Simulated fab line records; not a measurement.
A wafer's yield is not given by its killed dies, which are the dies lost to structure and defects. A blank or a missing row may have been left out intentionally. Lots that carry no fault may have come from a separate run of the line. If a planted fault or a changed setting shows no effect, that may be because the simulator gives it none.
A lot that was struck, set against a sound lot	flow gf180mcu	14 steps out of a route of 602
Sound: the wafers L546.1, L546.2, L546.4. The struck wafers were L540.2, L540.5, L540.6. The cause is given at the end.
At each step with rows: each side's tool, then ch and its chambers, then its first start. Under that, the readings that differ: sound wafers	struck wafers	difference of the means	sigmas: that difference in standard deviations of wafers without a fault.
alike: words and numbers the same on both sides, and readings whose means are apart by under 2 such deviations; not compared: readings that were withheld, readings missing a value for some wafer, numbers with overlapping values and no deviation given by the record, and bounds like >300 which may hide the same value.
Wherever a step has rows on one side only, a row that says differs or no value, or a row with sigmas, the two part there. Numbers that don't overlap but have no deviation are shown without sigmas and don't part them. Lack of a reading on every wafer of one side parts them only where that side has two or more wafers.

first, 2 steps without rows for these wafers: GF_MVSD_PEB_05; GF_MVSD_DEVELOP_06 (develop time 60 s).
GF_MVSD_OVL_MEAS_07:
  sound on overlay-02 at day 8 23:19; struck on overlay-01 at day 7 11:58
  alike: MVSD_OVL
then, 2 steps without rows for these wafers: GF_MVSD_IMPLANT_08; GF_MVSD_IMPLANT_09.
GF_MVSD_STRIP_10: strips in O2/N2.
  sound on plasmaAsher-04 ch 0,1, day 8 23:40; struck on plasmaAsher-04 ch 0,1, day 7 12:17
  alike: drypumpMotorCurrentA, heaterPowerW, oesProductAu, stripTimeToEndpointS
  not compared: rfHoursCounterH
GF_MVSD_TW_MEAS_11:
  sound on filmMetro-02 at day 8 23:46; struck on filmMetro-03 at day 7 12:24
  alike: MVSD_TW
then, 5 steps without rows for these wafers: GF_MVPSD_DEHYDRATE_00 (time 60 s); GF_MVPSD_HMDS_01 (prime time 60 s); GF_MVPSD_COAT_02 (resist thk 3000 nm); GF_MVPSD_SOFTBAKE_03; GF_MVPSD_EXPOSE_04 (exposes mask MVPSD, target cd 1000 nm).
GF_MVPSD_PEB_05:
  struck on lithoTrack-01, day 8 04:00; sound on lithoTrack-01 ch 0, day 9 16:00
  no value came back on the struck wafers for chillPlateTempC (C), exhaustPa (Pa), heaterPowerTotalW (W), resistLineTempC (C); on the sound wafers chillPlateTempC (C) reads 23.10 22.91 23.04
then, 1 step without rows for these wafers: GF_MVPSD_DEVELOP_06 (develop time 60 s).

== WHERE THEY PART ==
Only at GF_MVPSD_PEB_05, within this record.

WHY: the cause the simulator had injected
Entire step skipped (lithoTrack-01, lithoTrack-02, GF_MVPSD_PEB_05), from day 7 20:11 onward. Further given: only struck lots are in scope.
